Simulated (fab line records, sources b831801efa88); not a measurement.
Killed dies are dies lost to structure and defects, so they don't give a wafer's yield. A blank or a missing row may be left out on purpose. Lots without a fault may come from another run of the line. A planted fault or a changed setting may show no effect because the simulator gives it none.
fab line records | flow sky130
record lots=6 wafers=18 last_day=49
route steps=708 shown FIELD_ISO@1 PAD_OPEN@708
lots that met no fault: from a run of the same line without faults
start_h: hours from the record's first day to the start of the lot's first wafer shown | wait_h: hours since the lot's step before | " the same as in the row above | L1.1+2: a row that stands for several wafers | - no value, or no start given | * or withheld: withheld | < > ~ a bound
route shown NAME@n: a module of which the file shows steps, and the number in the route of the first | usual: mean/standard deviation of fault-free wafers | same: alike in all rows | chamber/n: place in a boat | sites: the reading at each site | _std_site: their standard deviation | _edge_site: outer sites' mean less inner sites' | radius_mm: how far each site lies from the wafer's centre | mask NAME#n: copy n | behind: the tool/chamber that last shaped the wafer | hold: why the lot was held/for how many hours/how that ended | device: the transistor (n, p or np) that didn't switch | end of line: the same wafers' tests at the end of the route | a step without rows: its recipe alone | killed: dies lost to structure and defects at the first sort, not the wafer's yield | map: a wafer's dies, x killed, . not, _ none there
set.NAME: the setting as run; set.NAME@STEP: as run at that earlier step | model.NAME: the simulator's own value behind a step, which no gauge read
lots at some steps of the route; a table a step, a row a wafer
services: from which hour (start_h, from the record's first day; less than 0 if before it) a tool's chamber was out of use, for how many hours, and why
## steps
# step SKY_FIELD_ISO_BOW_MEAS_00
# recipe mode=bow
# usual INCOMING_BOW=-1/6.4
# columns lot.wafer tool chamber start_h wait_h INCOMING_BOW[um]
L744.2 film_metro-03 - 15.02 - -4
L744.5 " - " " 1
L744.6 " - " " 11
L749.3 film_metro-02 - 40.04 - 1
L749.4 " - " " -3
L749.6 " - " " -2
L758.1 film_metro-02 - 85.00 - 3
L758.4 " - " " -6
L758.5 " - " " -9
L759.1 film_metro-04 - 90.00 - 7
L759.3 " - " " 2
L759.6 " - " " 0
L762.3 film_metro-03 - 105.04 - 7
L762.4 " - " " -13
L762.6 " - " " 1
L763.1 film_metro-04 - 110.00 - -11
L763.2 " - " " 0
L763.4 " - " " -7
# step SKY_FIELD_ISO_OXIDATION_01
# recipe temp_c=900 ambient=O2 stabilise_s=600 purge_s=300 target_thk_a=120 ox_time_s=1843
# usual ox_temp_c=900.0/0.41 ox_temp_c_max=904.6/0.97 purge_s=300/0 spike_tc_upper_C=901.2/1 zone_power_lower_pct=17.2/0.91
# columns lot.wafer tool chamber start_h wait_h ox_temp_c ox_temp_c_max purge_s spike_tc_upper_C zone_power_lower_pct
L744.2 furnace-02 0 16.03 1.0 900.1 904.3 300 900.4 18.0
L744.5 " 0 " " 900.1 904.5 300 901.9 17.6
L744.6 " 0 " " 899.8 903.8 300 902.5 18.0
L749.3 furnace-01 0 40.12 0.1 899.6 904.6 300 900.4 16.1
L749.4 " 0 " " 900.0 904.4 300 901.7 15.9
L749.6 " 0 " " 900.0 904.7 300 902.3 16.1
L758.1 furnace-02 - 85.12 0.1 - - - - -
L758.4 " - " " - - - - -
L758.5 " - " " - - - - -
L759.1 furnace-02 - 90.73 0.7 - - - - -
L759.3 " - " " - - - - -
L759.6 " - " " - - - - -
L762.3 furnace-01 0 107.13 2.1 900.0 904.4 300 901.6 16.5
L762.4 " 0 " " 900.3 905.0 300 900.8 16.1
L762.6 " 0 " " 899.8 904.9 300 901.8 16.0
L763.1 furnace-02 0 110.12 0.1 901.1 905.1 300 902.0 17.6
L763.2 " 0 " " 900.2 903.5 300 900.5 17.8
L763.4 " 0 " " 900.0 903.8 300 900.7 18.2
# step SKY_FIELD_ISO_CVD_03
# recipe material=Si3N4 precursor=DCS/NH3 target_thk_nm=165 temp_c=770 time_s=2830 pressure_mtorr=250
# step SKY_PAD_OPEN_PROBE_99
# columns lot.wafer tool chamber start_h wait_h model.etest.cap_li_to_poly.c_af_um2 model.etest.cap_poly_to_well.c_af_um2 model.etest.field_p.vt_v model.etest.field_n.vt_v model.etest.diode_ndiff_fingers.leak_log10_a_cm2 model.etest.diode_pdiff_fingers.leak_log10_a_cm2 model.etest.sram_nfet_pass.off_log10_a_um model.etest.nfet_01v8.off_log10_a_um
L744.2 prober-02 - 1078.32 0.1 99.26 88.92 -42.9 36.48 -6.552 -6.67 -12.72 -13.26
L744.5 prober-02 - 1078.47 0.2 99.17 88.94 -42.25 36.26 -6.469 -6.684 -12.91 -13.4
L744.6 prober-02 - 1078.52 0.2 101 91.39 -42.83 36.38 -6.54 -6.488 -12.7 -13.25
L749.3 prober-01 - 1114.82 0.2 98.56 95.05 -38.57 35.22 -6.645 -6.59 -12.78 -13.41
L749.4 prober-01 - 1114.87 0.2 100.7 89.75 -40.23 35.98 -6.741 -6.558 -12.57 -13.38
L749.6 prober-01 - 1114.97 0.2 97.7 91.57 -40.14 35.92 -6.627 -6.822 -12.95 -13.3
L758.1 prober-01 - 1155.61 0.1 94.05 93.81 -36.09 33.36 -6.133 -6.115 -11.95 -13.19
L758.4 prober-01 - 1155.76 0.2 95.24 93.55 -38.06 34.77 -5.703 -5.892 -12 -13.06
L758.5 prober-01 - 1155.81 0.2 94.89 94.48 -35.88 33.33 -5.862 -5.978 -12.03 -12.98
L759.1 prober-01 - 1163.11 0.1 93.74 96.71 -38.46 33.3 -6.021 -6.062 -12.27 -13.06
L759.3 prober-01 - 1163.21 0.2 92.97 96.11 -37.57 32.73 -6.177 -5.806 -12.45 -13.21
L759.6 prober-01 - 1163.36 0.2 95.77 96.08 -37.78 32.76 -5.845 -6.001 -12.26 -13.07
L762.3 prober-02 - 1181.26 0.2 99.68 89.68 -44.16 36.34 -6.653 -6.428 -12.56 -13.39
L762.4 prober-02 - 1181.31 0.2 99.29 88.72 -42.91 35.8 -6.817 -6.704 -12.59 -13.39
L762.6 prober-02 - 1181.41 0.2 99.13 94.46 -43.18 35.83 -6.776 -6.878 -12.37 -13.35
L763.1 prober-01 - 1186.34 0.1 99.32 89.22 -45.07 36.06 -6.686 -6.63 -12.97 -13.22
L763.2 prober-01 - 1186.39 0.1 98.18 90.32 -43.26 36.04 -6.732 -6.437 -12.78 -13.32
L763.4 prober-01 - 1186.49 0.2 99.69 88.96 -44.75 36.3 -6.514 -6.718 -12.43 -13.33
# killed by level:class
L744.2 VIA1:geometric_particle:open=10 CONTACT:geometric_particle:open=9 POLY_GATE:geometric_particle:open=7 VIA2:geometric_particle:open=7 METAL2:geometric_particle:short=6 FIELD_ISO:geometric_particle:open=5 VIA3:geometric_particle:open=5 POLY_GATE:geometric_particle:short=4
L744.5 CONTACT:geometric_particle:open=11 LI_CONTACT:geometric_particle:open=10 VIA1:geometric_particle:open=7 VIA3:geometric_particle:open=7 FIELD_ISO:geometric_particle:open=4 VIA2:geometric_particle:short=4 CONTACT:geometric_particle:short=4 METAL2:geometric_particle:short=4
L744.6 VIA1:geometric_particle:open=12 CONTACT:geometric_particle:open=11 LI_CONTACT:geometric_particle:open=7 VIA1:geometric_particle:short=5 VIA3:geometric_particle:open=5 FIELD_ISO:geometric_particle:open=4 FIELD_ISO:geometric_particle:short=4 POLY_GATE:geometric_particle:short=4
L749.3 CONTACT:geometric_particle:open=12 VIA2:geometric_particle:open=8 LOCAL_INTERCONNECT:geometric_particle:short=6 FIELD_ISO:geometric_particle:open=5 POLY_GATE:geometric_particle:open=5 VIA1:geometric_particle:open=5 LI_CONTACT:geometric_particle:open=4 VIA1:geometric_particle:short=4
L749.4 VIA1:geometric_particle:open=13 VIA2:geometric_particle:open=8 CONTACT:geometric_particle:open=7 METAL2:geometric_particle:short=7 CONTACT:geometric_particle:short=6 FIELD_ISO:geometric_particle:short=5 METAL1:geometric_particle:short=5 VIA3:geometric_particle:open=5
L749.6 VIA1:geometric_particle:open=11 VIA2:geometric_particle:open=10 VIA3:geometric_particle:open=8 VIA2:geometric_particle:short=7 METAL1:geometric_particle:short=7 VIA1:geometric_particle:short=5 FIELD_ISO:geometric_particle:open=4 METAL2:geometric_particle:short=4
L762.3 VIA1:geometric_particle:open=16 CONTACT:geometric_particle:open=10 FIELD_ISO:geometric_particle:open=8 LI_CONTACT:geometric_particle:open=6 LOCAL_INTERCONNECT:geometric_particle:short=6 METAL2:geometric_particle:short=6 VIA3:geometric_particle:open=5 VIA3:geometric_particle:short=5
L762.4 CONTACT:geometric_particle:open=13 METAL1:geometric_particle:short=9 VIA2:geometric_particle:open=8 METAL2:geometric_particle:short=6 LI_CONTACT:geometric_particle:open=5 LOCAL_INTERCONNECT:geometric_particle:short=5 FIELD_ISO:geometric_particle:open=4 METAL3:geometric_particle:short=4
L762.6 CONTACT:geometric_particle:open=10 LI_CONTACT:geometric_particle:open=8 LOCAL_INTERCONNECT:geometric_particle:short=8 METAL1:geometric_particle:short=8 FIELD_ISO:geometric_particle:open=6 VIA1:geometric_particle:short=6 CONTACT:geometric_particle:short=6 FIELD_ISO:geometric_particle:short=5
L763.1 VIA1:geometric_particle:open=13 CONTACT:geometric_particle:open=12 METAL1:geometric_particle:short=9 VIA2:geometric_particle:open=8 LI_CONTACT:geometric_particle:open=5 LOCAL_INTERCONNECT:geometric_particle:short=4 CONTACT:geometric_particle:short=4 METAL3:geometric_particle:short=4
L763.2 LI_CONTACT:geometric_particle:open=9 METAL2:geometric_particle:short=9 CONTACT:geometric_particle:short=8 CONTACT:geometric_particle:open=7 VIA1:geometric_particle:open=6 VIA3:geometric_particle:short=6 VIA2:geometric_particle:open=6 METAL1:geometric_particle:short=5
L763.4 LI_CONTACT:geometric_particle:open=8 VIA2:geometric_particle:open=8 VIA1:geometric_particle:open=7 LI_CONTACT:geometric_particle:short=6 CONTACT:geometric_particle:open=6 VIA1:geometric_particle:short=6 VIA3:geometric_particle:open=6 FIELD_ISO:geometric_particle:open=5
## services
# columns tool chamber start_h hours kind
furnace-02 - 17.55 3.0 pm
furnace-01 - 86.28 3.5 pm
## key
first_sign step=SKY_FIELD_ISO_OXIDATION_01 reading=tool_record direction=missing
effect none on later readings
model_effect step=SKY_PAD_OPEN_PROBE_99 value=etest.cap_li_to_poly.c_af_um2 without=97.61 struck=94.44
met_at SKY_FIELD_ISO_OXIDATION_01
struck_wafers L758.1,L758.4,L758.5,L759.1,L759.3,L759.6
later_rows_left_out L758.1,L758.4,L758.5,L759.1,L759.3,L759.6
sort_left_out L758.1,L758.4,L758.5,L759.1,L759.3,L759.6
tester_left_out L758,L759
onset_between 16.03 85.12
fault kind=skipped_step_whole tool=furnace-02 chamber=- onset_h=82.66 steps=SKY_FIELD_ISO_OXIDATION_01 scope=struck_lots_only
# tester_left_out: of these lots the tester's yield and bins aren't shown, on N5 and GAA mostly nor the transistor test; their killed dies are dies lost to structure and defects alone, not to doping, threshold or leakage, so they don't give the yield
# sort_left_out: the simulated sort isn't trusted on such a fault, so these wafers' sort isn't shown, and their yield isn't known
# later_rows_left_out: the simulator's readings of these wafers behind a module that went badly wrong aren't trusted and aren't shown, but for the sort
